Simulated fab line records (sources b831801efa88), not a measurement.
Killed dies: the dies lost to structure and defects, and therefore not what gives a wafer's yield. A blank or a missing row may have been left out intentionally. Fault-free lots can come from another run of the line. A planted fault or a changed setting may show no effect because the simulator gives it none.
Code-filled problem report in 8D (eight disciplines) form :: flow gf180mcu :: the parts of the form that need people (team, actions taken, sign-off) are left out

1. WHAT IS WRONG
Across 9 wafers from 3 lots, NSD_RS at GF_PSD_RS_MEAS_14 averages 39.93 ohm/sq, while fault-free wafers read 46.20 ohm/sq with a standard deviation of 0.086. Relative to the usual mean, that is a shift of -73 standard deviations.
The step: measures by four-point-probe.
Earliest sighting: wafer L689.2 on filmMetro-03 at day 15 23:50. The record has a number at this step for 42 wafers belonging to 14 lots. By rule, "out" or "out of limits" means more than 4 standard deviations away from the usual mean. Any other wafer with a number is counted as sound.

2. WHAT IT IS AND WHAT IT IS NOT
question: which readings at this step
is: NSD_RS
is not: -

question: which lots
is: L689, L690, L693
is not: L685, L686, L687, L688, L698, L700, L701, L702, L703, L704, L705

question: which wafers of those lots
is: all that have a number
is not: -

question: read on which gauges
is: filmMetro-01, filmMetro-02, filmMetro-03
is not: -

question: when
is: from day 15 23:50
is not: up to then (12 sound wafers); but 21 sound wafers of L698, L700, L701, L702, L703, L704, L705 came after

3. SUSPECTS, AND WHAT RULES EACH OUT
Counting: a tool at any process step up to the reading remains a suspect when it ran all the lots that are out and ran no sound lot after the first of those.
- the gauge at GF_PSD_RS_MEAS_14 is ruled out. 3 gauges (filmMetro-01, filmMetro-02, filmMetro-03) read the wafers that are out.
- rtpAnneal-01 at GF_PSD_RTA_13 (time 20 s): ruled out as a lasting fault. After its first lot that is out, L689 (day 15 23:44), sound lots L700, L702, L704, L705 ran on it.
Left after counting: nothing in the record.

4. THE CAUSE (what the simulator had put in)
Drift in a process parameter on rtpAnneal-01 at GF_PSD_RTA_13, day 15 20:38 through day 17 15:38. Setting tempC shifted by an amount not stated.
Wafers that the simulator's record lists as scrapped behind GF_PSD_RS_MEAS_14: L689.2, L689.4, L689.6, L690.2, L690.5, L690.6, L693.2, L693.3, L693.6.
It was ruled out by counting, in error; the rule expects a fault to strike all lots run on its tool from its start on, and this fault did not.

5. SEQUENCE OF EFFECTS, ordered by route
Rows list readings where the struck wafers' mean (over those with a number) sits beyond 3 standard deviations from the usual. Scope: only readings with a usual standard deviation given in the record; hours: median across lots of the time from each lot's start at the first step in this table that gives one to its start at this step; sigmas: change in usual standard deviations.
hours: 0
step: GF_PSD_RTA_13
reading: wafer_temp_C_max
usual: 1029.2
on struck wafers: 1071.5
change: +42.3
sigmas: +49

hours: 0
step: GF_PSD_RS_MEAS_14
reading: NSD_RS
usual: 46.20 ohm/sq
on struck wafers: 39.93
change: -6.27
sigmas: -73
Its process steps:
- GF_PSD_RTA_13: time 20 s.

6. WHAT WOULD HAVE CAUGHT IT SOONER
3 hours passed between the start of the fault at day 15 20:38 and the first reading out of limits at a measuring or inspecting step in this record, taken at day 15 23:50.
At GF_PSD_RTA_13, the tool's own readings (wafer_temp_C_max) were out on each struck wafer the step has a row for, so an alarm limit on them would have fired on the first such wafer.
